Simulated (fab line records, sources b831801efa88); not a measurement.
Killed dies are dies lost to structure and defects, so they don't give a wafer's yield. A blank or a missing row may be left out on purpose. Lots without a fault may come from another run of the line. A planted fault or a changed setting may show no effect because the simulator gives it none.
fab line records | flow gf180mcu
record lots=5 wafers=15 last_day=33
route steps=602 shown HV_LDD@222 NSD@235 PSD@248
lots that met no fault: from a run of the same line without faults
start_h: hours from the record's first day to the start of the lot's first wafer shown | wait_h: hours since the lot's step before | " the same as in the row above | L1.1+2: a row that stands for several wafers | - no value, or no start given | * or withheld: withheld | < > ~ a bound
route shown NAME@n: a module of which the file shows steps, and the number in the route of the first | usual: mean/standard deviation of fault-free wafers | same: alike in all rows | chamber/n: place in a boat | sites: the reading at each site | _std_site: their standard deviation | _edge_site: outer sites' mean less inner sites' | radius_mm: how far each site lies from the wafer's centre | mask NAME#n: copy n | behind: the tool/chamber that last shaped the wafer | hold: why the lot was held/for how many hours/how that ended | device: the transistor (n, p or np) that didn't switch | end of line: the same wafers' tests at the end of the route | a step without rows: its recipe alone | killed: dies lost to structure and defects at the first sort, not the wafer's yield | map: a wafer's dies, x killed, . not, _ none there
set.NAME: the setting as run; set.NAME@STEP: as run at that earlier step | model.NAME: the simulator's own value behind a step, which no gauge read
lots at some steps of the route; a table a step, a row a wafer
services: from which hour (start_h, from the record's first day; less than 0 if before it) a tool's chamber was out of use, for how many hours, and why
## steps
# step GF_HV_LDD_CD_MEAS_46
# recipe target_cd_nm=400
# usual cd_nm=399.6/2.6
# columns lot.wafer tool chamber start_h wait_h cd_nm
L081.1 cd_sem-02 - 328.81 0.1 399.8
L081.2 " - " " 398.7
L081.6 " - " " 398.3
L083.1 cd_sem-01 - 351.90 0.1 399.5
L083.2 " - " " 399.4
L083.5 " - " " 400.4
L088.1 cd_sem-01 - 389.44 0.1 398.8
L088.4 " - " " 397.0
L088.5 " - " " 397.9
L089.1 cd_sem-01 - 403.31 0.1 397.8
L089.4 " - " " 397.2
L089.5 " - " " 395.3
L093.2 cd_sem-02 - 431.18 0.1 403.0
L093.4 " - " " 402.0
L093.6 " - " " 402.4
# step GF_HV_LDD_OVL_MEAS_47
# usual HV_LDD_03_OVL=0.9/1.7
# columns lot.wafer tool chamber start_h wait_h HV_LDD_03_OVL[nm]
L081.1 overlay-01 - 328.93 0.1 1.6
L081.2 " - " " 1.8
L081.6 " - " " 0.6
L083.1 overlay-01 - 352.02 0.1 1.6
L083.2 " - " " 0.2
L083.5 " - " " 1.2
L088.1 overlay-01 - 389.56 0.1 -0.1
L088.4 " - " " 1.2
L088.5 " - " " -0.8
L089.1 overlay-02 - 403.43 0.1 -2.2
L089.4 " - " " -0.3
L089.5 " - " " -0.5
L093.2 overlay-01 - 431.29 0.1 2.3
L093.4 " - " " 1.9
L093.6 " - " " 4.3
# step GF_HV_LDD_IMPLANT_48
# recipe species=B energy_kev=25 dose_cm2=3e+13 tilt_deg=7
# usual faraday_current_uA=169/3.4
# columns lot.wafer tool chamber start_h wait_h faraday_current_uA
L081.1 implanter-01 0 328.97 0.0 164
L081.2 " 0 " " 166
L081.6 " 0 " " 165
L083.1 implanter-02 0 352.06 0.0 172
L083.2 " 0 " " 174
L083.5 " 0 " " 164
L088.1 implanter-04 0 389.60 0.0 168
L088.4 " 0 " " 169
L088.5 " 0 " " 167
L089.1 implanter-02 0 403.47 0.0 166
L089.4 " 0 " " 170
L089.5 " 0 " " 169
L093.2 implanter-02 0 431.34 0.0 170
L093.4 " 0 " " 169
L093.6 " 0 " " 167
# step GF_HV_LDD_STRIP_49
# recipe chemistry=O2/N2 power_w=1400 pressure_mtorr=1500 platen_temp_c=250 o2_flow_sccm=3000 n2_flow_sccm=300 overash_fraction=0.5
# usual drypump_motor_current_A=5.9/0.38 heater_power_w=318/26 oes_product_au=0.715/0.0041 strip_time_to_endpoint_s=12.63/0.033
# columns lot.wafer tool chamber start_h wait_h drypump_motor_current_A heater_power_w oes_product_au rf_hours_counter_h strip_time_to_endpoint_s
L081.1 plasma_asher-04 1 329.12 0.1 5.4 314 0.717 18 12.64
L081.2 " 0 " " 6.4 309 0.716 18 12.65
L081.6 " 0 " " 6.4 307 0.714 - 12.67
L083.1 plasma_asher-03 0 352.21 0.1 5.5 368 0.709 76 12.62
L083.2 " 1 " " 5.4 286 0.717 76 12.65
L083.5 " 0 " " 5.5 371 0.716 - 12.62
L088.1 plasma_asher-04 0 389.75 0.1 6.4 309 0.718 24 12.60
L088.4 " 1 " " 5.4 312 0.718 - 12.60
L088.5 " 1 " " 5.4 320 0.720 - 12.63
L089.1 plasma_asher-04 0 403.62 0.1 6.4 314 0.718 25 12.62
L089.4 " 0 " " 6.4 309 0.715 - 12.58
L089.5 " 1 " " 5.5 317 0.720 - 12.60
L093.2 plasma_asher-04 1 431.47 0.1 5.4 321 0.717 29 12.59
L093.4 " 0 " " 6.4 313 0.708 - 12.60
L093.6 " 1 " " 5.5 316 0.710 - 12.58
# step GF_HV_LDD_TW_MEAS_50
# usual HV_LDD_4_TW=575/3.1
# columns lot.wafer tool chamber start_h wait_h HV_LDD_4_TW
L081.1 film_metro-02 - 329.22 0.1 567
L081.2 " - " " 570
L081.6 " - " " 567
L083.1 film_metro-04 - 352.31 0.1 578
L083.2 " - " " 578
L083.5 " - " " 576
L088.1 film_metro-02 - 389.85 0.1 579
L088.4 " - " " 577
L088.5 " - " " 579
L089.1 film_metro-02 - 403.72 0.1 573
L089.4 " - " " 572
L089.5 " - " " 573
L093.2 film_metro-03 - 431.58 0.1 577
L093.4 " - " " 577
L093.6 " - " " 579
# step GF_HV_LDD_CLEAN_51
# recipe chemistry=SC1/SC2 mix=1:4:20 temp_c=70 time_s=150 dry=n2_spin
# columns lot.wafer tool chamber start_h wait_h
L081.1+2+6 wet_bench-04 2 329.28 0.1
L083.1+2+5 wet_bench-02 3 352.37 0.1
L088.1+4+5 wet_bench-02 1 389.91 0.1
L089.1+4+5 wet_bench-02 0 403.78 0.1
L093.2+4+6 wet_bench-02 1 431.63 0.0
# step GF_HV_LDD_RTA_52
# recipe temp_c=1000 time_s=10 ambient=N2
# usual lamp_power_pct=32.3/2.9 wafer_temp_C_max=1006.4/1.3
# columns lot.wafer tool chamber start_h wait_h lamp_power_pct wafer_temp_C_max
L081.1 rtp_anneal-02 0 329.33 0.0 28.9 1010.4
L081.2 " 0 " " 28.9 1006.3
L081.6 " 0 " " 28.9 1006.1
L083.1 rtp_anneal-02 0 352.42 0.0 28.9 1006.2
L083.2 " 0 " " 28.8 1006.5
L083.5 " 0 " " 28.8 1007.6
L088.1 rtp_anneal-02 0 389.96 0.0 28.9 1009.9
L088.4 " 0 " " 28.9 1006.3
L088.5 " 0 " " 28.9 1005.5
L089.1 rtp_anneal-02 0 403.83 0.0 28.9 1006.2
L089.4 " 0 " " 28.9 1007.9
L089.5 " 0 " " 28.8 1007.3
L093.2 rtp_anneal-01 0 431.69 0.0 34.8 1004.3
L093.4 " 0 " " 34.9 1006.8
L093.6 " 0 " " 34.9 1004.2
# step GF_HV_LDD_RS_MEAS_53
# recipe thk_meas_gauge=four-point-probe
# usual HV_LDD_RS=418.6/1
# columns lot.wafer tool chamber start_h wait_h HV_LDD_RS[ohm/sq]
L081.1 film_metro-03 - 329.40 0.1 420.2
L081.2 " - " " 419.7
L081.6 " - " " 419.6
L083.1 film_metro-03 - 352.48 0.1 418.6
L083.2 " - " " 418.5
L083.5 " - " " 420.1
L088.1 film_metro-03 - 390.03 0.1 420.5
L088.4 " - " " 418.6
L088.5 " - " " 418.8
L089.1 film_metro-03 - 403.90 0.1 417.3
L089.4 " - " " 417.7
L089.5 " - " " 418.1
L093.2 film_metro-04 - 431.77 0.1 417.5
L093.4 " - " " 417.1
L093.6 " - " " 418.1
# step GF_HV_LDD_CVD_54
# recipe material=SiO2 target_thk_nm=10 precursor=TEOS temp_c=680 time_s=75 pressure_mtorr=400
# usual spike_tc_centre_C=679.9/1.4 susceptor_temp_C=680.0/0.36 zone_power_lower_pct=10.2/0.78
# columns lot.wafer tool chamber start_h wait_h spike_tc_centre_C susceptor_temp_C zone_power_lower_pct
L081.1 lpcvd-01 1 329.52 0.1 678.7 680.4 9.6
L081.2 " 1 " " 678.5 679.6 9.6
L081.6 " 1 " " 678.6 680.1 9.5
L083.1 lpcvd-02 1 352.60 0.1 680.8 680.6 9.9
L083.2 " 1 " " 682.1 680.5 9.9
L083.5 " 1 " " 678.8 680.4 9.7
L088.1 lpcvd-01 1 390.15 0.1 678.3 680.9 9.6
L088.4 " 1 " " 679.0 680.6 9.6
L088.5 " 1 " " 679.4 680.2 9.6
L089.1 lpcvd-01 1 404.40 0.5 679.2 680.5 9.6
L089.4 " 1 " " 680.2 680.5 9.8
L089.5 " 1 " " 678.8 680.5 9.6
L093.2 lpcvd-01 1 431.87 0.1 680.0 680.3 9.6
L093.4 " 1 " " 681.4 680.3 9.6
L093.6 " 1 " " 678.1 680.0 9.8
# step GF_HV_LDD_THK_MEAS_55
# recipe reads=SiO2_of_HV_LDD_CVD_54
# usual HV_LDD_CVD_54_THK=10.00/0.1
# columns lot.wafer tool chamber start_h wait_h HV_LDD_CVD_54_THK[nm]
L081.1 film_metro-04 - 330.54 0.0 10.09
L081.2 " - " " 10.13
L081.6 " - " " 10.09
L083.1 film_metro-03 - 353.63 0.0 10.00
L083.2 " - " " 9.96
L083.5 " - " " 9.95
L088.1 film_metro-03 - 391.17 0.0 9.86
L088.4 " - " " 9.96
L088.5 " - " " 9.85
L089.1 film_metro-03 - 405.42 0.0 9.95
L089.4 " - " " 9.91
L089.5 " - " " 9.82
L093.2 film_metro-02 - 432.90 0.0 10.10
L093.4 " - " " 10.09
L093.6 " - " " 10.05
# step GF_HV_LDD_CVD_56
# recipe material=Si3N4 precursor=DCS/NH3 target_thk_nm=90 temp_c=770 time_s=1543 pressure_mtorr=250
# usual spike_tc_centre_C=770.1/1.5 susceptor_temp_C=769.94/0.29 zone_power_lower_pct=13.9/1.4
# columns lot.wafer tool chamber start_h wait_h spike_tc_centre_C susceptor_temp_C zone_power_lower_pct
L081.1 lpcvd-02 0 330.60 0.1 770.6 769.83 14.3
L081.2 " 0 " " 771.3 769.73 14.0
L081.6 " 0 " " 770.6 770.12 14.2
L083.1 lpcvd-02 0 353.69 0.1 772.3 769.94 14.0
L083.2 " 0 " " 771.0 770.59 14.1
L083.5 " 0 " " 771.1 770.19 13.8
L088.1 lpcvd-02 1 391.23 0.1 769.5 769.78 12.5
L088.4 " 1 " " 772.8 770.03 12.4
L088.5 " 1 " " 769.8 770.34 12.5
L089.1 lpcvd-02 1 405.48 0.1 768.9 769.37 12.5
L089.4 " 1 " " 769.6 770.01 12.4
L089.5 " 1 " " 770.8 769.76 12.5
L093.2 lpcvd-01 0 432.95 0.0 767.4 769.73 15.9
L093.4 " 0 " " 769.9 769.93 15.5
L093.6 " 0 " " 769.0 769.97 15.7
# step GF_HV_LDD_THK_MEAS_57
# recipe reads=Si3N4_of_HV_LDD_CVD_56
# usual HV_LDD_CVD_56_THK=90.0/0.89
# columns lot.wafer tool chamber start_h wait_h HV_LDD_CVD_56_THK[nm]
L081.1 film_metro-02 - 332.03 0.0 90.3
L081.2 " - " " 89.4
L081.6 " - " " 90.0
L083.1 film_metro-03 - 355.11 0.0 89.4
L083.2 " - " " 90.0
L083.5 " - " " 89.9
L088.1 film_metro-04 - 392.66 0.0 89.7
L088.4 " - " " 89.9
L088.5 " - " " 90.4
L089.1 film_metro-03 - 407.63 0.0 90.1
L089.4 " - " " 90.9
L089.5 " - " " 90.2
L093.2 film_metro-03 - 434.39 0.0 89.6
L093.4 " - " " 89.7
L093.6 " - " " 88.8
# step GF_HV_LDD_ETCHBACK_58
# recipe chemistry=CH3F/O2 target=Si3N4 stop_on=SiO2 source_w=400 bias_w=80 pressure_mtorr=25 ch3f_flow_sccm=40 O2_flow_sccm=30 time_s=100 target_depth_a=900
# usual bias_w=79.98/0.28 drypump_motor_current_A=5.7/0.4 oes_product_au=0.843/0.0067 rf_fwd_power_W=398.0/1.3 throttle_valve_pct=10.562/0.01
# columns lot.wafer tool chamber start_h wait_h bias_w drypump_motor_current_A oes_product_au rf_fwd_power_W rf_hours_counter_h throttle_valve_pct
L081.1 rie_diel-01 1 332.09 0.1 79.76 6.1 0.839 397.2 8 10.557
L081.2 " 2 " " 80.08 5.6 0.836 399.4 58 10.559
L081.6 " 2 " " 80.18 5.6 0.841 398.8 - 10.567
L083.1 rie_diel-01 3 355.17 0.1 80.12 6.0 0.843 396.1 3 10.558
L083.2 " 1 " " 79.97 6.0 0.837 399.4 8 10.570
L083.5 " 3 " " 80.44 6.0 0.837 395.0 - 10.561
L088.1 rie_diel-04 0 392.72 0.1 79.60 5.7 0.844 398.8 1 10.559
L088.4 " 3 " " 79.25 5.7 0.842 399.6 15 10.559
L088.5 " 0 " " 80.08 5.7 0.847 399.5 - 10.576
L089.1 rie_diel-04 0 407.69 0.1 79.75 5.7 0.848 400.5 2 10.557
L089.4 " 1 " " 80.47 6.0 0.852 398.0 33 10.549
L089.5 " 3 " " 80.63 5.7 0.845 396.7 - 10.573
L093.2 rie_diel-02 2 434.44 0.0 80.45 6.4 0.837 397.2 3 10.549
L093.4 " 0 " " 80.31 5.3 0.850 399.5 50 10.547
L093.6 " 3 " " 80.20 5.5 0.838 398.4 - 10.572
# step GF_NSD_DEHYDRATE_00
# recipe temp_c=200 time_s=60
# columns lot.wafer tool chamber start_h wait_h
L081.1+2+6 litho_track-01 0 341.51 9.4
L083.1+2+5 litho_track-03 0 364.77 9.6
L088.1+4+5 litho_track-04 0 404.19 11.4
L089.1+4+5 litho_track-04 0 418.89 11.2
L093.2+4+6 litho_track-04 0 445.62 11.1
# step GF_NSD_HMDS_01
# recipe prime_time_s=60 prime_temp_c=120
# same prime_time_s=60
# columns lot.wafer tool chamber start_h wait_h
L081.1+2+6 litho_track-01 0 341.66 0.1
L083.1+2+5 litho_track-03 0 364.92 0.1
L088.1+4+5 litho_track-04 0 404.34 0.1
L089.1+4+5 litho_track-04 0 419.04 0.1
L093.2+4+6 litho_track-04 0 445.77 0.1
# step GF_NSD_COAT_02
# recipe resist=NOVOLAK spin_rpm=3000 resist_thk_nm=1009
# usual dispense_pressure_kPa=51.3/0.61
# columns lot.wafer tool chamber start_h wait_h dispense_pressure_kPa
L081.1 litho_track-01 0 341.81 0.1 52.2
L081.2 " 0 " " 52.1
L081.6 " 0 " " 52.2
L083.1 litho_track-03 0 365.07 0.1 51.3
L083.2 " 0 " " 51.3
L083.5 " 0 " " 51.3
L088.1 litho_track-04 0 404.49 0.1 50.6
L088.4 " 0 " " 50.5
L088.5 " 0 " " 50.5
L089.1 litho_track-04 0 419.19 0.1 50.6
L089.4 " 0 " " 50.5
L089.5 " 0 " " 50.6
L093.2 litho_track-04 0 445.92 0.1 50.5
L093.4 " 0 " " 50.5
L093.6 " 0 " " 50.5
# step GF_NSD_SOFTBAKE_03
# recipe temp_c=90 time_s=60 resist=NOVOLAK
# columns lot.wafer tool chamber start_h wait_h
L081.1+2+6 litho_track-01 0 341.96 0.1
L083.1+2+5 litho_track-03 0 365.22 0.1
L088.1+4+5 litho_track-04 0 404.64 0.1
L089.1+4+5 litho_track-04 0 419.34 0.1
L093.2+4+6 litho_track-04 0 446.07 0.1
# step GF_NSD_EXPOSE_04
# recipe mask_id=Nplus target_cd_nm=400 na=0.6 source_shape=conventional sigma_outer=0.6 dose_mj=140
# columns lot.wafer tool chamber start_h wait_h mask
L081.1+2+6 iline_stepper-02 0 - - Nplus#0
L083.1+2+5 iline_stepper-02 0 - - Nplus#0
L088.1+4+5 iline_stepper-02 0 - - Nplus#0
L089.1+4+5 iline_stepper-02 0 - - Nplus#0
L093.2+4+6 iline_stepper-01 0 - - Nplus#0
# step GF_NSD_PEB_05
# recipe temp_c=withheld time_s=* resist=NOVOLAK
# columns lot.wafer tool chamber start_h wait_h
L081.1+2+6 litho_track-01 0 - -
L083.1+2+5 litho_track-01 0 - -
L088.1+4+5 litho_track-04 0 - -
L089.1+4+5 litho_track-03 0 - -
L093.2+4+6 litho_track-04 0 - -
# step GF_NSD_DEVELOP_06
# recipe develop_time_s=60 dev_temp_c=23
# same develop_time_s=60
# columns lot.wafer tool chamber start_h wait_h
L081.1+2+6 litho_track-01 0 353.51 0.1
L083.1+2+5 litho_track-01 0 377.11 0.1
L088.1+4+5 litho_track-04 0 415.29 0.1
L089.1+4+5 litho_track-03 0 431.37 0.1
L093.2+4+6 litho_track-04 0 458.12 0.1
# step GF_NSD_CD_MEAS_07
# recipe target_cd_nm=400
# usual cd_nm=399.3/2.3
# columns lot.wafer tool chamber start_h wait_h cd_nm
L081.1 cd_sem-02 - 353.66 0.1 397.0
L081.2 " - " " 398.6
L081.6 " - " " 399.1
L083.1 cd_sem-01 - 377.26 0.1 400.6
L083.2 " - " " 403.2
L083.5 " - " " 400.6
L088.1 cd_sem-02 - 415.44 0.1 398.4
L088.4 " - " " 398.7
L088.5 " - " " 398.2
L089.1 cd_sem-01 - 431.52 0.1 399.2
L089.4 " - " " 398.7
L089.5 " - " " 400.6
L093.2 cd_sem-01 - 458.26 0.1 402.1
L093.4 " - " " 404.0
L093.6 " - " " 402.7
# step GF_NSD_OVL_MEAS_08
# usual NSD_OVL=-0.3/1.4
# columns lot.wafer tool chamber start_h wait_h NSD_OVL[nm]
L081.1 overlay-01 - 353.78 0.1 1.1
L081.2 " - " " 0.3
L081.6 " - " " 0.7
L083.1 overlay-01 - 377.38 0.1 0.2
L083.2 " - " " 1.1
L083.5 " - " " 2.4
L088.1 overlay-01 - 415.56 0.1 -0.3
L088.4 " - " " -1.3
L088.5 " - " " 0.5
L089.1 overlay-02 - 431.64 0.1 -0.2
L089.4 " - " " -0.2
L089.5 " - " " 1.3
L093.2 overlay-01 - 458.37 0.1 -2.1
L093.4 " - " " -0.4
L093.6 " - " " 0.7
# step GF_NSD_IMPLANT_09
# recipe species=As energy_kev=60 dose_cm2=4e+15 tilt_deg=7
# usual faraday_current_uA=11882/430
# columns lot.wafer tool chamber start_h wait_h faraday_current_uA
L081.1 implanter-01 0 353.82 0.0 12103
L081.2 " 0 " " 12415
L081.6 " 0 " " 12294
L083.1 implanter-01 0 377.42 0.0 11656
L083.2 " 0 " " 12081
L083.5 " 0 " " 12004
L088.1 implanter-01 0 415.60 0.0 11843
L088.4 " 0 " " 12038
L088.5 " 0 " " 11985
L089.1 implanter-04 0 431.68 0.0 11054
L089.4 " 0 " " 11142
L089.5 " 0 " " 10993
L093.2 implanter-03 0 458.42 0.0 11950
L093.4 " 0 " " 12127
L093.6 " 0 " " 12018
# step GF_NSD_IMPLANT_10
# recipe species=P energy_kev=40 dose_cm2=5e+14 tilt_deg=7
# usual faraday_current_uA=2789/53
# columns lot.wafer tool chamber start_h wait_h faraday_current_uA
L081.1 implanter-01 0 353.97 0.1 2805
L081.2 " 0 " " 2805
L081.6 " 0 " " 2785
L083.1 implanter-01 0 377.57 0.1 2757
L083.2 " 0 " " 2727
L083.5 " 0 " " 2692
L088.1 implanter-01 0 415.75 0.1 2784
L088.4 " 0 " " 2699
L088.5 " 0 " " 2805
L089.1 implanter-04 0 431.83 0.1 2769
L089.4 " 0 " " 2826
L089.5 " 0 " " 2797
L093.2 implanter-03 0 458.57 0.1 2818
L093.4 " 0 " " 2828
L093.6 " 0 " " 2936
# step GF_NSD_STRIP_11
# recipe chemistry=O2/N2 power_w=1400 pressure_mtorr=1500 platen_temp_c=250 o2_flow_sccm=3000 n2_flow_sccm=300 overash_fraction=0.5
# usual drypump_motor_current_A=5.78/0.28 heater_power_w=324/36 oes_product_au=0.488/0.0044 strip_time_to_endpoint_s=23.07/0.034
# columns lot.wafer tool chamber start_h wait_h drypump_motor_current_A heater_power_w oes_product_au rf_hours_counter_h strip_time_to_endpoint_s
L081.1 plasma_asher-02 0 354.12 0.1 6.03 283 0.494 73 23.11
L081.2 " 1 " " 5.95 355 0.487 73 23.09
L081.6 " 0 " " 5.99 293 0.488 - 23.15
L083.1 plasma_asher-02 0 377.72 0.1 6.04 281 0.482 75 23.08
L083.2 " 1 " " 5.96 344 0.483 75 23.09
L083.5 " 1 " " 5.97 355 0.480 - 23.11
L088.1 plasma_asher-03 1 415.90 0.1 5.45 286 0.491 83 23.10
L088.4 " 1 " " 5.42 291 0.487 - 23.08
L088.5 " 1 " " 5.48 284 0.491 - 23.09
L089.1 plasma_asher-03 0 431.98 0.1 5.48 367 0.485 0 23.07
L089.4 " 0 " " 5.46 376 0.489 - 23.08
L089.5 " 1 " " 5.47 279 0.482 - 23.03
L093.2 plasma_asher-03 0 458.70 0.1 5.47 380 0.488 3 23.04
L093.4 " 1 " " 5.47 276 0.494 - 23.04
L093.6 " 0 " " 5.47 377 0.486 - 23.01
# step GF_NSD_TW_MEAS_12
# usual NSD_TW=4284/25
# columns lot.wafer tool chamber start_h wait_h NSD_TW
L081.1 film_metro-01 - 354.22 0.1 4267
L081.2 " - " " 4255
L081.6 " - " " 4255
L083.1 film_metro-04 - 377.82 0.1 4280
L083.2 " - " " 4254
L083.5 " - " " 4259
L088.1 film_metro-01 - 416.00 0.1 4287
L088.4 " - " " 4274
L088.5 " - " " 4279
L089.1 film_metro-01 - 432.08 0.1 4261
L089.4 " - " " 4232
L089.5 " - " " 4265
L093.2 film_metro-01 - 458.81 0.1 4279
L093.4 " - " " 4253
L093.6 " - " " 4284
# step GF_PSD_DEHYDRATE_00
# recipe temp_c=200 time_s=60
# columns lot.wafer tool chamber start_h wait_h
L081.1+2+6 litho_track-02 0 363.70 9.5
L083.1+2+5 litho_track-03 0 387.77 9.9
L088.1+4+5 litho_track-03 0 427.72 11.7
L089.1+4+5 litho_track-01 0 443.91 11.8
L093.2+4+6 litho_track-03 0 470.14 11.3
# step GF_PSD_HMDS_01
# recipe prime_time_s=60 prime_temp_c=120
# same prime_time_s=60
# columns lot.wafer tool chamber start_h wait_h
L081.1+2+6 litho_track-02 0 363.85 0.1
L083.1+2+5 litho_track-03 0 387.92 0.1
L088.1+4+5 litho_track-03 0 427.87 0.1
L089.1+4+5 litho_track-01 0 444.06 0.1
L093.2+4+6 litho_track-03 0 470.29 0.1
# step GF_PSD_COAT_02
# recipe resist=NOVOLAK spin_rpm=3000 resist_thk_nm=1000
# usual dispense_pressure_kPa=49/3.6
# columns lot.wafer tool chamber start_h wait_h dispense_pressure_kPa
L081.1 litho_track-02 0 364.00 0.1 44
L081.2 " 0 " " 44
L081.6 " 0 " " 44
L083.1 litho_track-03 0 388.07 0.1 51
L083.2 " 0 " " 51
L083.5 " 0 " " 51
L088.1 litho_track-03 0 428.02 0.1 51
L088.4 " 0 " " 51
L088.5 " 0 " " 51
L089.1 litho_track-01 0 444.21 0.1 52
L089.4 " 0 " " 52
L089.5 " 0 " " 52
L093.2 litho_track-03 0 470.44 0.1 51
L093.4 " 0 " " 51
L093.6 " 0 " " 51
# step GF_PSD_SOFTBAKE_03
# recipe temp_c=90 time_s=60 resist=NOVOLAK
# columns lot.wafer tool chamber start_h wait_h
L081.1+2+6 litho_track-02 0 364.15 0.1
L083.1+2+5 litho_track-03 0 388.22 0.1
L088.1+4+5 litho_track-03 0 428.17 0.1
L089.1+4+5 litho_track-01 0 444.36 0.1
L093.2+4+6 litho_track-03 0 470.59 0.1
# step GF_PSD_EXPOSE_04
# recipe mask_id=Pplus target_cd_nm=400 na=0.6 source_shape=conventional sigma_outer=0.6 dose_mj=140
# columns lot.wafer tool chamber start_h wait_h mask
L081.1+2+6 iline_stepper-02 0 - - Pplus#0
L083.1+2+5 iline_stepper-02 0 - - Pplus#0
L088.1+4+5 iline_stepper-01 0 - - Pplus#0
L089.1+4+5 iline_stepper-01 0 - - Pplus#0
L093.2+4+6 iline_stepper-02 0 - - Pplus#0
# step GF_PSD_PEB_05
# recipe temp_c=withheld time_s=* resist=NOVOLAK
# columns lot.wafer tool chamber start_h wait_h
L081.1+2+6 litho_track-01 0 - -
L083.1+2+5 litho_track-01 0 - -
L088.1+4+5 litho_track-01 0 - -
L089.1+4+5 litho_track-02 0 - -
L093.2+4+6 litho_track-02 0 - -
# step GF_PSD_DEVELOP_06
# recipe develop_time_s=60 dev_temp_c=23
# same develop_time_s=60
# columns lot.wafer tool chamber start_h wait_h
L081.1+2+6 litho_track-01 0 375.86 0.1
L083.1+2+5 litho_track-01 0 400.56 0.1
L088.1+4+5 litho_track-01 0 440.31 0.1
L089.1+4+5 litho_track-02 0 456.40 0.1
L093.2+4+6 litho_track-02 0 482.72 0.1
# step GF_PSD_CD_MEAS_07
# recipe target_cd_nm=400
# usual cd_nm=399.7/2.7
# columns lot.wafer tool chamber start_h wait_h cd_nm
L081.1 cd_sem-01 - 376.01 0.1 400.0
L081.2 " - " " 401.4
L081.6 " - " " 402.1
L083.1 cd_sem-02 - 400.71 0.1 401.6
L083.2 " - " " 399.5
L083.5 " - " " 399.1
L088.1 cd_sem-02 - 440.46 0.1 399.8
L088.4 " - " " 401.2
L088.5 " - " " 402.4
L089.1 cd_sem-01 - 456.55 0.1 402.1
L089.4 " - " " 400.7
L089.5 " - " " 401.0
L093.2 cd_sem-01 - 482.87 0.1 401.4
L093.4 " - " " 400.9
L093.6 " - " " 401.6
# step GF_PSD_OVL_MEAS_08
# usual PSD_OVL=-0.7/1.5
# columns lot.wafer tool chamber start_h wait_h PSD_OVL[nm]
L081.1 overlay-02 - 376.13 0.1 -2.2
L081.2 " - " " -0.7
L081.6 " - " " -0.8
L083.1 overlay-02 - 400.83 0.1 0.0
L083.2 " - " " 0.7
L083.5 " - " " 2.7
L088.1 overlay-01 - 440.58 0.1 0.0
L088.4 " - " " 1.2
L088.5 " - " " 2.0
L089.1 overlay-01 - 456.67 0.1 1.7
L089.4 " - " " 0.4
L089.5 " - " " 1.9
L093.2 overlay-02 - 482.98 0.1 0.0
L093.4 " - " " -0.8
L093.6 " - " " -1.3
# step GF_PSD_IMPLANT_09
# recipe species=BF2 energy_kev=40 dose_cm2=1.5e+15 tilt_deg=7
# usual faraday_current_uA=8257/150
# columns lot.wafer tool chamber start_h wait_h faraday_current_uA
L081.1 implanter-03 0 376.17 0.0 8306
L081.2 " 0 " " 8181
L081.6 " 0 " " 8486
L083.1 implanter-03 0 400.87 0.0 8028
L083.2 " 0 " " 8342
L083.5 " 0 " " 8329
L088.1 implanter-03 0 440.62 0.0 8266
L088.4 " 0 " " 8166
L088.5 " 0 " " 8084
L089.1 implanter-01 0 456.71 0.0 8245
L089.4 " 0 " " 8393
L089.5 " 0 " " 8464
L093.2 implanter-03 0 483.03 0.0 8469
L093.4 " 0 " " 8171
L093.6 " 0 " " 8290
# step GF_PSD_STRIP_10
# recipe chemistry=O2/N2 power_w=1400 pressure_mtorr=1500 platen_temp_c=250 o2_flow_sccm=3000 n2_flow_sccm=300 overash_fraction=0.5
# usual drypump_motor_current_A=5.8/0.38 heater_power_w=324/29 oes_product_au=0.593/0.0044 strip_time_to_endpoint_s=16.53/0.038
# columns lot.wafer tool chamber start_h wait_h drypump_motor_current_A heater_power_w oes_product_au rf_hours_counter_h strip_time_to_endpoint_s
L081.1 plasma_asher-04 1 376.32 0.1 5.4 319 0.589 23 16.45
L081.2 " 0 " " 6.4 319 0.590 23 16.49
L081.6 " 1 " " 5.4 318 0.594 - 16.47
L083.1 plasma_asher-04 1 401.02 0.1 5.5 321 0.592 25 16.53
L083.2 " 0 " " 6.4 313 0.590 25 16.50
L083.5 " 0 " " 6.4 312 0.591 - 16.50
L088.1 plasma_asher-03 0 440.77 0.1 5.5 382 0.585 1 16.54
L088.4 " 1 " " 5.4 284 0.595 - 16.54
L088.5 " 1 " " 5.4 274 0.589 - 16.55
L089.1 plasma_asher-04 1 456.86 0.1 5.4 317 0.592 31 16.52
L089.4 " 1 " " 5.4 317 0.600 - 16.60
L089.5 " 1 " " 5.5 316 0.586 - 16.60
L093.2 plasma_asher-01 1 483.16 0.1 6.2 332 0.587 69 16.56
L093.4 " 1 " " 6.2 317 0.587 - 16.60
L093.6 " 0 " " 6.0 320 0.600 - 16.55
# step GF_PSD_TW_MEAS_11
# usual PSD_TW=3202/15
# columns lot.wafer tool chamber start_h wait_h PSD_TW
L081.1 film_metro-04 - 376.42 0.1 3192
L081.2 " - " " 3199
L081.6 " - " " 3186
L083.1 film_metro-01 - 401.12 0.1 3191
L083.2 " - " " 3192
L083.5 " - " " 3192
L088.1 film_metro-04 - 440.87 0.1 3196
L088.4 " - " " 3181
L088.5 " - " " 3194
L089.1 film_metro-01 - 456.96 0.1 3194
L089.4 " - " " 3193
L089.5 " - " " 3193
L093.2 film_metro-01 - 483.27 0.1 3198
L093.4 " - " " 3188
L093.6 " - " " 3215
# step GF_PSD_CLEAN_12
# recipe chemistry=SC1/SC2 mix=1:4:20 temp_c=70 time_s=150 dry=n2_spin
# columns lot.wafer tool chamber start_h wait_h
L081.1+2+6 wet_bench-04 1 376.48 0.1
L083.1+2+5 wet_bench-04 1 401.18 0.1
L088.1+4+5 wet_bench-04 3 440.93 0.1
L089.1+4+5 wet_bench-03 0 457.03 0.1
L093.2+4+6 wet_bench-03 1 483.32 0.0
## services
# columns tool chamber start_h hours kind
plasma_asher-04 - 305.82 1.7 repair
rie_diel-04 2 307.03 4.7 repair
rie_diel-01 1 311.34 19.5 repair
iline_stepper-02 - 317.34 5.1 repair
implanter-04 - 320.20 15.6 pm
iline_stepper-02 - 322.63 2.3 repair
iline_stepper-01 - 326.49 1.7 pm
rie_diel-04 2 329.58 2.4 repair
implanter-03 - 331.87 1.2 repair
implanter-01 - 331.91 0.9 repair
implanter-03 - 335.23 5.0 repair
implanter-03 - 356.22 1.8 repair
iline_stepper-01 - 357.65 8.2 repair
implanter-03 - 360.02 1.8 repair
iline_stepper-02 - 370.29 1.7 pm
plasma_asher-04 - 371.69 3.0 repair
wet_bench-02 - 374.08 1.3 repair
lpcvd-01 - 374.71 2.8 pm
implanter-01 - 378.98 5.6 repair
implanter-04 - 380.79 2.4 pm
plasma_asher-04 - 382.52 2.7 repair
plasma_asher-03 - 421.25 9.0 pm
iline_stepper-02 - 451.68 3.0 repair
implanter-02 - 469.75 0.8 repair
## key
fault none
